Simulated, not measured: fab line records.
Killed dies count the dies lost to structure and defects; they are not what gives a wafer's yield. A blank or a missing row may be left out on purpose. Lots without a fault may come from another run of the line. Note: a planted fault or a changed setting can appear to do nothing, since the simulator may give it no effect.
Comparing a struck lot with a sound one | flow gf180mcu | 44 out of 602 route steps
Sound: wafers L195.4, L195.5, L195.6. Wafers L201.2, L201.4, L201.5 were the ones struck. The cause comes at the end.
Order at every step that has rows: each side's tool, ch and its chambers, its first start. Under that, the readings that differ: sound wafers | struck wafers | difference of the means | sigmas: that difference in standard deviations of wafers without a fault.
alike: readings whose means differ by less than 2 such deviations, and words and numbers that are the same on both sides. not compared: withheld readings, readings that some wafer has no value for, bounds like >300 that may hide the same value, and numbers for which the record gives no deviation and whose values overlap.
A row with sigmas, a row that says differs or no value, or rows on one side alone: a step with any of these is where the two part. Non-overlapping numbers with no deviation appear without sigmas and do not part them. A reading missing from all wafers of one side parts the sides only when that side holds two or more wafers.

first, 1 step without rows for these wafers: GF_MVSD_IMPLANT_09.
GF_MVSD_STRIP_10: strips in O2/N2.
  sound on plasmaAsher-04 ch 0,1, day 4 16:51; struck on plasmaAsher-04 ch 0,1, day 6 02:53
  alike: drypumpMotorCurrentA, heaterPowerW, oesProductAu, stripTimeToEndpointS
  not compared: rfHoursCounterH
GF_MVSD_TW_MEAS_11:
  sound: filmMetro-01 at day 4 16:57; struck: filmMetro-01 at day 6 03:00
  alike: MVSD_TW
then, 7 steps without rows for these wafers: GF_MVPSD_DEHYDRATE_00 (time 60 s); GF_MVPSD_HMDS_01 (prime time 60 s); GF_MVPSD_COAT_02 (resist thk 3000 nm); GF_MVPSD_SOFTBAKE_03; GF_MVPSD_EXPOSE_04 (exposes mask MVPSD, target cd 1000 nm); GF_MVPSD_PEB_05; GF_MVPSD_DEVELOP_06 (develop time 60 s).
GF_MVPSD_OVL_MEAS_07:
  sound: overlay-01 at day 5 07:26; struck: overlay-01 at day 6 17:59
  alike: MVPSD_OVL
then, 1 step without rows for these wafers: GF_MVPSD_IMPLANT_08.
GF_MVPSD_IMPLANT_09:
  sound on implanter-02 ch 0, day 5 07:41; struck on implanter-03 ch 0, day 6 18:30
  alike: beamOnS, endStationPressureTorr, tiltDeg
GF_MVPSD_STRIP_10: strips in O2/N2.
  sound on plasmaAsher-02 ch 0,1, day 5 07:47; struck on plasmaAsher-04 ch 0,1, day 6 18:44
reading                  | sound       | struck      | difference | sigmas
drypumpMotorCurrentA (A) | 6.5 6.5 6.8 | 5.4 5.6 5.6 | -1.1       | -2
  alike: heaterPowerW, oesProductAu, stripTimeToEndpointS
  not compared: rfHoursCounterH
GF_MVPSD_TW_MEAS_11:
  sound: filmMetro-01 at day 5 07:53; struck: filmMetro-01 at day 6 20:02
reading  | sound       | struck      | difference | sigmas
MVPSD_TW | 553 549 553 | 580 582 577 | +28        | +8
then, 7 steps without rows for these wafers: GF_VT_IMPLANT_DEHYDRATE_00 (time 60 s); GF_VT_IMPLANT_HMDS_01 (prime time 60 s); GF_VT_IMPLANT_COAT_02 (resist thk 1000 nm); GF_VT_IMPLANT_SOFTBAKE_03 (time 60 s); GF_VT_IMPLANT_EXPOSE_04 (exposes mask LVPWELL LV AREA, target cd 600 nm); GF_VT_IMPLANT_PEB_05; GF_VT_IMPLANT_DEVELOP_06 (develop time 60 s).
GF_VT_IMPLANT_OVL_MEAS_07:
  sound: overlay-01 at day 5 21:58; struck: overlay-01 at day 7 09:19
  alike: VT_IMPLANT_OVL
then, 1 step without rows for these wafers: GF_VT_IMPLANT_IMPLANT_08.
GF_VT_IMPLANT_STRIP_09: strips in O2/N2.
  sound on plasmaAsher-04 ch 0,1, day 5 22:11; struck on plasmaAsher-03 ch 0, day 7 09:29
  alike: drypumpMotorCurrentA, heaterPowerW, oesProductAu, stripTimeToEndpointS
  not compared: rfHoursCounterH
GF_VT_IMPLANT_TW_MEAS_10:
  sound: filmMetro-01 at day 5 22:16; struck: filmMetro-04 at day 7 09:36
  alike: VT_IMPLANT_TW
then, 7 steps without rows for these wafers: GF_VT_IMPLANT_DEHYDRATE_11 (time 60 s); GF_VT_IMPLANT_HMDS_12 (prime time 60 s); GF_VT_IMPLANT_COAT_13 (resist thk 1000 nm); GF_VT_IMPLANT_SOFTBAKE_14 (time 60 s); GF_VT_IMPLANT_EXPOSE_15 (exposes mask Nwell LV AREA, target cd 860 nm); GF_VT_IMPLANT_PEB_16; GF_VT_IMPLANT_DEVELOP_17 (develop time 60 s).
GF_VT_IMPLANT_OVL_MEAS_18:
  sound: overlay-01 at day 6 12:53; struck: overlay-01 at day 8 01:43
  alike: VT_IMPLANT_01_OVL
then, 1 step without rows for these wafers: GF_VT_IMPLANT_IMPLANT_19.
GF_VT_IMPLANT_STRIP_20: strips in O2/N2.
  sound on plasmaAsher-04 ch 0,1, day 6 13:05; struck on plasmaAsher-03 ch 0,1, day 8 01:57
  alike: drypumpMotorCurrentA, heaterPowerW, oesProductAu, stripTimeToEndpointS
  not compared: rfHoursCounterH
GF_VT_IMPLANT_TW_MEAS_21:
  sound: filmMetro-01 at day 6 13:10; struck: filmMetro-04 at day 8 02:04
  alike: VT_IMPLANT_2_TW
then, 5 steps without rows for these wafers: GF_VT_IMPLANT_DEHYDRATE_22 (time 60 s); GF_VT_IMPLANT_HMDS_23 (prime time 60 s); GF_VT_IMPLANT_COAT_24 (resist thk 1000 nm); GF_VT_IMPLANT_SOFTBAKE_25 (time 60 s); GF_VT_IMPLANT_EXPOSE_26 (exposes mask LVPWELL HV AREA, target cd 860 nm).
GF_VT_IMPLANT_RS_MEAS_49: the measuring method here is four-point-probe.
  sound: filmMetro-02 at day 8 00:19; struck: filmMetro-02 at day 9 12:56
reading           | sound                | struck               | difference | sigmas
MVPSD_RS (ohm/sq) | 1168.0 1169.0 1169.2 | 1003.4 1007.0 1008.0 | -162.6     | -60
then, 1 step without rows for these wafers: GF_PASSIVATION_PROBE_99.

== WHERE THEY PART ==
At GF_MVPSD_STRIP_10 first; at GF_VT_IMPLANT_RS_MEAS_49 last (within this record only).

WHY: whatever the simulator had introduced
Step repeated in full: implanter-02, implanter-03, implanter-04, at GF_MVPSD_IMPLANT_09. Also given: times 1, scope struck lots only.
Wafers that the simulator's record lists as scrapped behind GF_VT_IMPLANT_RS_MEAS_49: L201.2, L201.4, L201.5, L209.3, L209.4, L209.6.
